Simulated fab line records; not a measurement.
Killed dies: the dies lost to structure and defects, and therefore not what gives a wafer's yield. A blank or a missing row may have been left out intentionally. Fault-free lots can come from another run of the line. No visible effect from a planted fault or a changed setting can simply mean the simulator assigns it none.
A lot that was struck, set against a sound lot ; flow sky130 ; 38 steps out of a route of 708
Sound: the wafers L553.1, L553.3, L553.5. Wafers struck: L541.1, L541.3, L541.6. The cause is given at the end.
For every step that has rows: the tool of each side, followed by ch and its chambers, followed by its first start. Under that, the readings that differ: sound wafers ; struck wafers ; difference of the means ; sigmas: that difference in standard deviations of wafers without a fault.
alike: same words and numbers on both sides, and readings whose means sit less than 2 such deviations apart. not compared: any withheld reading, any reading some wafer has no value for, any bound like >300 that may hide the same value, and any number with overlapping values for which the record gives no deviation.
A row with sigmas, a row that says differs or no value, or rows on one side alone: a step with any of these is where the two part. Numbers that have no deviation but don't overlap get no sigmas and don't part them. A reading that every wafer of one side lacks parts them only if that side has two wafers or more.

first, 9 steps without rows for these wafers: SKY_VIA2_SPUTTER_20 (material TiN, target thk 20 nm, time 80 s); SKY_VIA2_CVD_21 (deposits W, target thk 420 nm, time 126.4 s); SKY_VIA2_CMP_24 (polishes, stops on SiO2, t overpolish 20 s, target thk 0 nm); SKY_METAL3_SPUTTER_00 (material Ti, target thk 15 nm, time 10 s); SKY_METAL3_SPUTTER_01 (material TiN, target thk 20 nm, time 16.7 s); SKY_METAL3_SPUTTER_02 (material AlCu, target thk 735 nm, time 39.1 s); SKY_METAL3_SPUTTER_03 (material Ti, target thk 5 nm, time 3.3 s); SKY_METAL3_SPUTTER_04 (material TiN, target thk 70 nm, time 58.3 s); SKY_CAPM_CVD_00 (deposits SiO2, target thk 15.5 nm).
SKY_CAPM_SPUTTER_02: material TiN, target thk 200 nm, time 166.7 s.
  struck on pvd-sputter-03, day 39 08:30; sound on pvd-sputter-04, day 42 12:40
reading;sound;struck;difference;sigmas
cathode-dc-power-W (W);6499.7 6499.5 6497.6;3933.3 3935.1 3936.1;-2564.1;-99 or more
model.TiN_of_CAPM_SPUTTER_02.thk-nm (nm);198.7 198.8 197;120.6 118.7 120.2;-78.3;
  alike: susceptor-temp-C, throttle-valve-pct
SKY_CAPM_RS_MEAS_03: uses a four-point probe to measure.
  struck on film-metro-01, day 39 08:36; sound on film-metro-01, day 42 12:47
reading;sound;struck;difference;sigmas
CAPM_TIN_RS (ohm/sq);6.97 6.94 7.01;11.66 11.82 11.68;+4.75;+64
SKY_CAPM_THK_MEAS_04: measures by xrf.
  struck on film-metro-01, day 39 08:43; sound on film-metro-01, day 42 12:54
reading;sound;struck;difference;sigmas
CAPM_TIN_THK (nm);199.4 199.4 198.0;121.1 119.0 120.0;-78.9;-34
then, 7 steps without rows for these wafers: SKY_CAPM_DEHYDRATE_05 (time 60 s); SKY_CAPM_HMDS_06 (prime time 60 s); SKY_CAPM_COAT_07 (resist thk 1140 nm); SKY_CAPM_SOFTBAKE_08 (time 60 s); SKY_CAPM_EXPOSE_09 (exposes mask CAPM, target cd 1000 nm); SKY_CAPM_PEB_10; SKY_CAPM_DEVELOP_11 (develop time 60 s).
SKY_CAPM_METAL_ETCH_13: etches TiN in Cl2/BCl3, stops on SiO2, target depth 220 nm, time 62.9 s.
  sound on rie-metal-03 ch 1, day 43 11:30; struck on rie-metal-02 ch 0,1, day 40 09:21
reading;sound;struck;difference;sigmas
oes-product-au (a.u.);0.936 0.938 0.927;0.715 0.719 0.713;-0.218;-29
throttle-valve-pct (%);21.897 21.891 21.924;22.050 22.044 22.042;+0.141;+14
  alike: drypump-motor-current-A
  not compared: rf-hours-counter-h
then, 16 steps without rows for these wafers: SKY_CAPM_STRIP_14 (strips in O2/N2); SKY_CAPM_STRIP_15 (strips in post etch residue remover, time 1200 s); SKY_CAPM_CLEAN_16 (cleans in IPA, time 180 s); SKY_CAPM_CLEAN_17 (cleans in O3/DIW); SKY_METAL3_DEHYDRATE_05 (time 60 s); SKY_METAL3_HMDS_06 (prime time 60 s); SKY_METAL3_COAT_07 (resist thk 60 nm); SKY_METAL3_COAT_08 (resist thk 1140 nm); SKY_METAL3_SOFTBAKE_09 (time 90 s); SKY_METAL3_EXPOSE_10 (exposes mask MM3, target cd 300 nm); SKY_METAL3_PEB_11; SKY_METAL3_DEVELOP_12 (develop time 60 s); SKY_METAL3_DESCUM_15 (chemistry O2, time 8 s); SKY_METAL3_ETCH_16 (etches BARC in N2/H2, stops on SiO2, time 88.2 s, target depth 60 nm); SKY_METAL3_ETCH_17 (etches SiO2 in C4F8/O2/Ar, stops on TiN, time 3.9 s, target depth 15 nm); SKY_METAL3_METAL_ETCH_18 (etches the open film in Cl2/BCl3, stops on SiO2, target depth 845 nm, time 183.1 s).
SKY_METAL3_STRIP_20: strips in post etch residue remover, time 1200 s.
  sound on wet-bench-04 ch 0, day 44 10:35; struck on wet-bench-04 ch 0, day 41 11:02
reading;sound;struck;difference;sigmas
model.TiN_of_CAPM_SPUTTER_02.thk-nm (nm);197.9 198 196.2;119.7 117.9 119.4;-78.4;
-- the record jumps here: 7 days lie between the struck wafers' starts before and after (it left off in module METAL3 and takes up again in module PAD_OPEN, whose first step shown is number 708 of the route) --
SKY_PAD_OPEN_PROBE_99:
  struck on prober-01, day 48 03:38; sound on prober-02, day 50 10:52
reading;sound;struck;difference;sigmas
model.etest.cap-mim.plate-ohm-sq;6.023 6.013 6.1;10.06 10.04 9.928;+3.96;
model.etest.cap-mim.bv-v (V);14.37 13.4 14.33;11.56 11.27 11.67;-2.53;
model.etest.cap-mim.leak-log10-a-cm2;-8.847 -8.938 -8.864;-7.943 -7.873 -7.883;+0.983;
  alike: defect-limited-yield, killed_at_M0_to_M3, killed_at_M4_up, killed-at-contacts, killed-at-front-end, killed-at-other, killed-dies, killed-open, killed-short, sort_bin_3_pad_short, sort_bin_5_function, sort_bin_6_memory, sort-n-pass, sort-yield-pct

== WHERE THEY PART ==
Earliest at SKY_CAPM_SPUTTER_02; latest, in this record, at SKY_CAPM_METAL_ETCH_13. Later steps at which nothing parts them and some readings are alike: SKY_PAD_OPEN_PROBE_99.

WHY: whatever the simulator had introduced
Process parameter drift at SKY_CAPM_SPUTTER_02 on pvd-sputter-03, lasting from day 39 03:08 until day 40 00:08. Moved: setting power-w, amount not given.
